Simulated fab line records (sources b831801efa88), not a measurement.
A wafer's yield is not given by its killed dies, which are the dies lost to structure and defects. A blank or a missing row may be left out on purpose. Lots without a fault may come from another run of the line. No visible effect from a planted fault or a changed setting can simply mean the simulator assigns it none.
Which tool did it?    flow sky130    route of 708 steps, sampled at 1 step: 7 lots, 21 wafers

WHAT THE GAUGES SHOWED, per wafer
SKY_LOCAL_INTERCONNECT_OVL_MEAS_12.
lot   measured      on          LOCAL_INTERCONNECT_OVL (nm)
L531  day 31 14:35  overlay-02  -2 -5 -7
L534  day 32 09:23  overlay-01  0 -1 -4
L536  day 32 20:46  overlay-02  0 -6 0
L538  day 33 21:08  overlay-02  -9 -2 -9
L545  day 35 14:44  overlay-02  -6 -1 -2
L549  day 37 10:50  overlay-01  8 5 9
L548  day 37 14:35  overlay-01  3 -1 1

TOOL THAT RAN EACH LOT (tool first, then ch and the chambers of the sampled wafers, then the start)
Record: no process step prior to these readings.

THE ANSWER, worked out from the rows above alone
Rule: what is usual is taken from the lots themselves. The widest of any qualifying gaps counts: lots, ordered by their means at a reading, are off when they make up no more than a third of the lots, leave a main group of 4 or more, and stand apart from it by 3 or more times the standard deviation of that group's means. Not used: any main group whose means are identical at the precision the tables above print for the reading. A lot without any number at a reading at which 4 lots or more have one is off too. All remaining lots with rows at the step are treated as sound.
No lot is off at any reading shown: from this, nothing can be told.

WHAT HAD BEEN PUT IN BY THE SIMULATOR
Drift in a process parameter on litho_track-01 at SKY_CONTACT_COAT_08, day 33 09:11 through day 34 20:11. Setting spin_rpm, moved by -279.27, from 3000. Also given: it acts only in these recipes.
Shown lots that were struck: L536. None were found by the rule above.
